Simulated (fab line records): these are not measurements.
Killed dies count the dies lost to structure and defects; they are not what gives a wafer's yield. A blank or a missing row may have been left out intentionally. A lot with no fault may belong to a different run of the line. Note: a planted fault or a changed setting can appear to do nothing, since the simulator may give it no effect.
A lot that was struck, set against a sound lot || flow gf180mcu || 19 out of 602 route steps
Sound: the wafers L383.1, L383.4, L383.6. The struck wafers were L389.1, L389.2, L389.4. The cause is named last.
Per side, at each step with rows, come the tool, then ch with its chambers, and then its first start. Under that, the readings that differ: sound wafers || struck wafers || difference of the means || sigmas: that difference in standard deviations of wafers without a fault.
alike: readings whose means differ by less than 2 such deviations, and words and numbers that are the same on both sides. not compared: withheld readings, readings that some wafer has no value for, bounds like >300 that may hide the same value, and numbers for which the record gives no deviation and whose values overlap.
A row with sigmas, a row that says differs or no value, or rows on one side alone: a step with any of these is where the two part. Numbers that don't overlap but have no deviation are shown without sigmas and don't part them. A reading missing from all wafers of one side parts the sides only when that side holds two or more wafers.

GF_M4_STRIP_17: strips in O2/N2.
  sound on plasma-asher-04 ch 1, day 25 02:01; struck on plasma-asher-04 ch 0,1, day 27 01:00
  alike: drypump-motor-current-A, heater-power-w, oes-product-au, strip-time-to-endpoint-s
  not compared: rf-hours-counter-h
then, 3 steps without rows for these wafers: GF_M4_STRIP_18 (strips in post etch residue remover, time 1200 s); GF_M4_CLEAN_19 (cleans in DIW); GF_V4_CVD_00 (deposits SiO2, target thk 600 nm, time 100 s).
GF_V4_THK_MEAS_01:
  struck on film-metro-02, day 27 01:38; sound on film-metro-01, day 25 02:37
  alike: V4_CVD_00_THK
GF_V4_CVD_02: deposits SiO2 from TEOS, target thk 850 nm, time 94.851 s.
  sound on pecvd-01 ch 0,1,2, day 25 02:40; struck on pecvd-02 ch 1,2, day 27 01:42
  alike: heater-power-w
  not compared: since-wet-clean-h
GF_V4_THK_MEAS_03:
  struck on film-metro-02, day 27 01:46; sound on film-metro-01, day 25 02:44
  alike: V4_CVD_02_THK
GF_V4_CMP_04: polishes SiO2.
  sound on cmp-01 ch 0,3, day 25 02:48; struck on cmp-02 ch 0,1,3, day 27 01:50
  alike: motor-current-A, time-to-endpoint-s
GF_V4_BOW_MEAS_05:
  struck on film-metro-04, day 27 02:08; sound on film-metro-01, day 25 03:06
  alike: V4_BOW
then, 3 steps without rows for these wafers: GF_V4_DEHYDRATE_06 (time 60 s); GF_V4_HMDS_07 (prime time 60 s); GF_V4_COAT_08.
GF_V4_COAT_09: resist thk 1000 nm.
  sound on litho-track-04 ch 0, day 25 13:00; struck on litho-track-01 ch 0, day 27 12:00
{"reading": "model.KrF_of_V4_COAT_09.thk-nm (nm)", "sound": "999.5 1001 998.9", "struck": "987.8 989 991.2", "difference": -10.5, "sigmas": ""}
  alike: chill-plate-temp-C
then, 3 steps without rows for these wafers: GF_V4_SOFTBAKE_10 (time 60 s); GF_V4_EXPOSE_11 (exposes mask Via4, target cd 260 nm); GF_V4_PEB_12 (peb time 90 s).
GF_V4_DEVELOP_13: develop time 60 s.
  sound on litho-track-01 ch 0, day 26 00:44; struck on litho-track-01 ch 0, day 27 21:47
{"reading": "model.KrF_of_V4_COAT_09.thk-nm (nm)", "sound": "984.6 986.3 984", "struck": "972.9 974.1 976.3", "difference": -10.5, "sigmas": ""}
  alike: chill-plate-temp-C, developer-temp-C
GF_V4_CD_MEAS_14: target cd 260 nm.
  struck on cd-sem-01, day 27 21:56; sound on cd-sem-02, day 26 00:53
  alike: cd-nm
-- the record jumps here: 4 days lie between the struck wafers' starts before and after (it left off in module V4 and takes up again in module PASSIVATION, whose first step shown is number 602 of the route) --
GF_PASSIVATION_PROBE_99:
  the record has rows for the struck wafers here (prober-02, day 31 23:38) and none for the sound ones

## WHERE THEY PART
GF_PASSIVATION_PROBE_99 only, going by this record.

WHY: what the simulator had put in
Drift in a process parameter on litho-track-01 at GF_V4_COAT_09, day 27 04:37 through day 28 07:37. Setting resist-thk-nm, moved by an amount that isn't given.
